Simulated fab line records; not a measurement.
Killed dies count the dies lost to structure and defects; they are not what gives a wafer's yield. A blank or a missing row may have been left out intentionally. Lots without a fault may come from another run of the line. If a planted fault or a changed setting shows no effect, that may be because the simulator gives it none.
Split-lot study ; flow sfq-line ; 23 wafers read from 5 lots, route of 325 steps

== THE SPLIT ==
At SFQ_TRILAYER_M6_LITHO_COAT_159 (resist thk 600 nm), the setting spin-rpm was moved away from the recipe's 3000 rpm on 8 of the 23 wafers read, by -4.7% to +4.7%. For the rest of the wafers, this setting stayed at what the recipe calls for.

The split's own step is where the reading is taken.

== THE READING ==
KrF_of_TRILAYER_M6_LITHO_COAT_159.thk-nm (the simulator's own value, which no gauge read), in nm, at SFQ_TRILAYER_M6_LITHO_COAT_159 (resist thk 600 nm). The file gives no usual value for it. Average 599.5 nm, standard deviation 1.9 nm, over the 15 wafers here run with the recipe.

wafer;tool, chamber at the split;spin-rpm as run, rpm;against the recipe;KrF_of_TRILAYER_M6_LITHO_COAT_159.thk-nm, nm;against lot-mates on the recipe
L074.1;litho-track-02, 0;2860;-4.7%;612.1;+11.1
L074.2;litho-track-02, 0;3000;recipe;602.2;-
L074.4;litho-track-02, 0;3000;recipe;599.8;-
L074.5;litho-track-02, 0;2860;-4.7%;615.2;+14.2
L074.6;litho-track-02, 0;2860;-4.7%;614.2;+13.2
L075.1;litho-track-02, 0;2894;-3.5%;611.4;+9.3
L075.2;litho-track-02, 0;3000;recipe;602.4;-
L075.3;litho-track-02, 0;3000;recipe;601.8;-
L075.4;litho-track-02, 0;2894;-3.5%;612.2;+10.1
L075.6;litho-track-02, 0;2894;-3.5%;612.6;+10.5
L080.1;litho-track-03, 0;3000;recipe;596.5;-
L080.2;litho-track-03, 0;3000;recipe;598.4;-
L080.4;litho-track-03, 0;3000;recipe;597.7;-
L080.5;litho-track-03, 0;3000;recipe;597.4;-
L080.6;litho-track-03, 0;3000;recipe;598.5;-
L083.3;litho-track-02, 0;3000;recipe;598.3;-
L083.4;litho-track-02, 0;3000;recipe;597.8;-
L083.6;litho-track-02, 0;3000;recipe;598.1;-
L085.2;litho-track-03, 0;3000;recipe;601.2;-
L085.4;litho-track-03, 0;3000;recipe;601.2;-
L085.3;litho-track-03, 0;3141;+4.7%;587.3;-13.7
L085.5;litho-track-03, 0;3141;+4.7%;587.5;-13.5
L085.6;litho-track-03, 0;3000;recipe;600.5;-

FIT RESULTS
A straight line over all 23 wafers: KrF_of_TRILAYER_M6_LITHO_COAT_159.thk-nm changes by -3 nm for each +1% of spin-rpm; r = -0.97; the points scatter about the line by 1.9 nm.
The same after taking each lot's own level away (the mean of its wafers on the recipe; 23 wafers): -2.82 nm for each +1%; r = -0.99; scatter 0.77 nm.
Per that fit: largest spin-rpm move, reading shift of 13 nm.
The span of the lots' own levels, 597.70 to 602.10 nm, comes to 2.3 times the standard deviation stated above.
So the lot-to-lot level changes the slope little: the two slopes agree.
Check: -13.2 nm against its lot-mates is what the line predicts for one of the wafers moved furthest among these (+4.7%) when that wafer is left out of the fit. Against them it came out at -13.7 nm.

== FURTHER SPLITS ON THESE WAFERS ==
Before the reading, these wafers also passed through other splits. Each is held against what the fit with the lots' levels taken away leaves over:
other split on the same wafers;wafers away from the commonest value;r with KrF_of_TRILAYER_M6_LITHO_COAT_159.thk-nm (lot level and that fit taken away)
SFQ_TRILAYER_A5C_DEP_PECVD_142 time-s;12;+0.17
SFQ_TRILAYER_I5_ETCH_VIA_ETCH_147 bias-w;10;-0.16
SFQ_TRILAYER_C5_BARC_OPEN_VIA_ETCH_210 source-w;5;-0.07

== THE FILE'S OWN FIT ==
KrF_of_TRILAYER_M6_LITHO_COAT_159.thk-nm changes by -2.83 nm for each +1% of spin-rpm, r = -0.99.
